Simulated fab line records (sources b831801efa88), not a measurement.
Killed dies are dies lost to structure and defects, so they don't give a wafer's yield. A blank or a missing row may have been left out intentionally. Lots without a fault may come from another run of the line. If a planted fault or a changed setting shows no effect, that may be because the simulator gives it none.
Which tool did it? ; flow gf180mcu ; 14 lots with 42 wafers sampled at 3 steps, on a route of 602 steps

## WHAT THE GAUGES SHOWED, per wafer
GF_M3_CD_MEAS_14: the cd target is 280 nm.
lot;measured;on;cd nm (nm)
L672;day 21 00:28;cd sem-01;281.4 281.2 280.5
L674;day 22 05:02;cd sem-01;280.5 281.1 281.0
L675;day 22 17:38;cd sem-02;280.7 280.7 279.9
L676;day 22 23:04;cd sem-02;280.7 279.7 280.5
L677;day 23 10:44;cd sem-02;278.2 280.6 279.4
L679;day 24 08:20;cd sem-02;280.4 280.0 280.3
L680;day 24 09:24;cd sem-01;280.2 279.3 280.1
L681;day 24 13:41;cd sem-01;280.0 281.0 280.0
L686;day 26 03:47;cd sem-01;280.1 280.5 280.2
L689;day 27 05:11;cd sem-01;280.6 280.6 281.4
L690;day 27 14:02;cd sem-02;280.3 279.7 280.3
L691;day 27 17:56;cd sem-02;279.4 280.3 281.6
L694;day 28 14:29;cd sem-02;279.3 278.6 279.0
L695;day 28 17:03;cd sem-02;279.3 279.6 279.2

## TOOL THAT RAN EACH LOT (tool first, then ch and the chambers of the sampled wafers, then the start)
lot;GF_V2_ETCH_17;GF_M3_SPUTTER_00
L672;rie diel-03 ch 1,2, day 19 23:59 or earlier;pvd sputter-03, day 19 23:59
L674;rie diel-03 ch 0,1, day 21 04:30 or earlier;pvd sputter-04, day 21 04:30
L675;rie diel-01 ch 1,2, day 21 18:05 or earlier;pvd sputter-04, day 21 18:05
L676;rie diel-03 ch 0,1,3, day 21 23:39 or earlier;pvd sputter-04, day 21 23:39
L677;rie diel-01 ch 0,3, day 22 11:41 or earlier;pvd sputter-04, day 22 11:41
L679;rie diel-02 ch 0,2,3, day 23 10:30 or earlier;pvd sputter-04, day 23 10:30
L680;rie diel-03 ch 0,1,2, day 23 11:05 or earlier;pvd sputter-01, day 23 11:05
L681;rie diel-01 ch 1,2,3, day 23 15:51 or earlier;pvd sputter-01, day 23 15:51
L686;rie diel-02 ch 0,3, day 25 06:51 or earlier;pvd sputter-01, day 25 06:51
L689;rie diel-02 ch 0,1,2, day 26 07:59 or earlier;pvd sputter-03, day 26 07:59
L690;rie diel-01 ch 1,3, day 26 17:38 or earlier;pvd sputter-01, day 26 17:38
L691;rie diel-03 ch 1,3, day 26 21:45 or earlier;pvd sputter-03, day 26 21:45
L694;rie diel-01 ch 0,1, day 27 18:39 or earlier;pvd sputter-03, day 27 18:39
L695;rie diel-01 ch 0,2,3, day 27 22:01 or earlier;pvd sputter-03, day 27 22:01
- GF_V2_ETCH_17: etches SiO2 in C4F8/O2/Ar, stops on TiN, target depth 630 nm.
- GF_M3_SPUTTER_00: material Ti, target thk 37.5 nm, time 150 s.

## AS READ BY THE TOOLS THEMSELVES (means over the sampled wafers that have a number; for cases with no such wafer, the mark the record gives instead)
GF_V2_ETCH_17.
lot;tool;oes product au (a.u.)
L672;rie diel-03;0.857
L674;rie diel-03;0.857
L675;rie diel-01;0.857
L676;rie diel-03;0.858
L677;rie diel-01;0.850
L679;rie diel-02;0.852
L680;rie diel-03;0.858
L681;rie diel-01;0.860
L686;rie diel-02;0.852
L689;rie diel-02;0.862
L690;rie diel-01;0.855
L691;rie diel-03;0.856
L694;rie diel-01;0.856
L695;rie diel-01;0.854

GF_M3_SPUTTER_00.
lot;tool;cathode dc power W (W);chamber pressure pa (Pa);throttle valve pct (%)
L672;pvd sputter-03;3999.7;1.999;29.4
L674;pvd sputter-04;4000.1;2.002;29.1
L675;pvd sputter-04;4000.5;2.004;29.5
L676;pvd sputter-04;3999.3;2.001;29.4
L677;pvd sputter-04;3999.4;2.001;29.4
L679;pvd sputter-04;3999.8;1.999;29.7
L680;pvd sputter-01;4001.2;1.999;28.8
L681;pvd sputter-01;3999.5;1.997;28.2
L686;pvd sputter-01;4000.4;1.997;28.9
L689;pvd sputter-03;-;-;-
L690;pvd sputter-01;-;-;-
L691;pvd sputter-03;4000.2;1.999;29.4
L694;pvd sputter-03;3999.6;2.003;29.6
L695;pvd sputter-03;4000.3;1.999;29.9

## THE ANSWER, worked out from the rows above alone
Rule: the usual values come from the lots themselves. The widest of any qualifying gaps counts: lots, ordered by their means at a reading, are off when they make up no more than a third of the lots, leave a main group of 4 or more, and stand apart from it by 3 or more times the standard deviation of that group's means. A main group is skipped when, at the precision printed for the reading in the tables above, its means are all equal. A lot without any number at a reading at which 4 lots or more have one is off too. All remaining lots with rows at the step are treated as sound. First the gauges in route order, then the tools' own readings, where a lot's mean is used as printed above. At the first step where some lot is off, the reading lying furthest off is the one used; lots without a number count as furthest.
Off at GF_M3_SPUTTER_00 (cathode dc power W): L689, L690. Without a number there: L689, L690. The main group has a mean of 4000.0 W with a standard deviation of 0.53.
A tool fits if, at that step or a process step before it, it ran every lot that is off, and no sound lot after the first of them. GF_V2_ETCH_17 gives no start for some lots, so the hours and the order of its lots are those of GF_M3_SPUTTER_00. Of those tried, none fits.

## WHAT THE SIMULATOR HAD INSERTED
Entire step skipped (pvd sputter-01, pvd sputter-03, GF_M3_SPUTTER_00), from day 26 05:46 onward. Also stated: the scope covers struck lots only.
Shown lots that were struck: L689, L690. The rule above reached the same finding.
